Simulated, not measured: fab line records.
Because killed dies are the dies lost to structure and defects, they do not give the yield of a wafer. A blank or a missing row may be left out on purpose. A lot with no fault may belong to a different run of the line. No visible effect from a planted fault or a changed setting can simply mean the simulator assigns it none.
Lot-split experiment + flow gf180mcu + 5 lots, 23 wafers read, on a route of 602 steps

== SPLIT DETAILS ==
At GF_LVPWELL_STRIP_10 (strips in O2/N2), the setting pressure-mtorr was moved away from the recipe's 1500 mTorr on 15 of the 23 wafers read, by -14.4% to -4.5%. All remaining wafers had this setting at the recipe value.

Reading taken at the split's own step.

== THE READING ==
oes-product-au, in a.u., at GF_LVPWELL_STRIP_10 (strips in O2/N2). A value of 0.722 a.u. with a standard deviation of 0.0046 a.u. is what fault-free wafers of this fab line usually give.

| wafer  | tool, chamber at the split | pressure-mtorr as run, mTorr | against the recipe | oes-product-au, a.u. | against lot-mates on the recipe |
|--------|----------------------------|------------------------------|--------------------|----------------------|---------------------------------|
| L076.1 | plasma-asher-02, 1         | 1500                         | recipe             | 0.719                | -                               |
| L076.5 | plasma-asher-02, 1         | 1500                         | recipe             | 0.723                | -                               |
| L076.6 | plasma-asher-02, 0         | 1500                         | recipe             | 0.718                | -                               |
| L078.1 | plasma-asher-04, 0         | 1313                         | -12.5%             | 0.702                | no lot-mate on the recipe       |
| L078.2 | plasma-asher-04, 1         | 1313                         | -12.5%             | 0.702                | no lot-mate on the recipe       |
| L078.4 | plasma-asher-04, 1         | 1313                         | -12.5%             | 0.706                | no lot-mate on the recipe       |
| L078.5 | plasma-asher-04, 0         | 1313                         | -12.5%             | 0.701                | no lot-mate on the recipe       |
| L078.6 | plasma-asher-04, 1         | 1313                         | -12.5%             | 0.698                | no lot-mate on the recipe       |
| L082.1 | plasma-asher-04, 1         | 1500                         | recipe             | 0.724                | -                               |
| L082.2 | plasma-asher-04, 0         | 1500                         | recipe             | 0.719                | -                               |
| L082.3 | plasma-asher-04, 0         | 1500                         | recipe             | 0.731                | -                               |
| L082.4 | plasma-asher-04, 1         | 1500                         | recipe             | 0.722                | -                               |
| L082.5 | plasma-asher-04, 1         | 1500                         | recipe             | 0.722                | -                               |
| L083.2 | plasma-asher-03, 1         | 1284                         | -14.4%             | 0.699                | no lot-mate on the recipe       |
| L083.3 | plasma-asher-03, 1         | 1284                         | -14.4%             | 0.694                | no lot-mate on the recipe       |
| L083.4 | plasma-asher-03, 0         | 1284                         | -14.4%             | 0.696                | no lot-mate on the recipe       |
| L083.5 | plasma-asher-03, 0         | 1284                         | -14.4%             | 0.704                | no lot-mate on the recipe       |
| L083.6 | plasma-asher-03, 1         | 1284                         | -14.4%             | 0.697                | no lot-mate on the recipe       |
| L084.2 | plasma-asher-03, 1         | 1432                         | -4.5%              | 0.717                | no lot-mate on the recipe       |
| L084.3 | plasma-asher-03, 0         | 1432                         | -4.5%              | 0.717                | no lot-mate on the recipe       |
| L084.4 | plasma-asher-03, 1         | 1432                         | -4.5%              | 0.714                | no lot-mate on the recipe       |
| L084.5 | plasma-asher-03, 0         | 1432                         | -4.5%              | 0.722                | no lot-mate on the recipe       |
| L084.6 | plasma-asher-03, 1         | 1432                         | -4.5%              | 0.717                | no lot-mate on the recipe       |

FIT RESULTS
A straight line over all 23 wafers: oes-product-au changes by +0.0017 a.u. for each +1% of pressure-mtorr; r = +0.95; the points scatter about the line by 0.0036 a.u.
Too few moved wafers have a lot-mate on the recipe to fit a line with each lot's own level taken away.
Tool readings at the split's step, against how far the setting was moved: oes-product-au r = +0.95; strip-time-to-endpoint-s r = -0.91.

== FILE'S OWN FIT ==
oes-product-au changes by +0.0017 a.u. for each +1% of pressure-mtorr, r = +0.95.
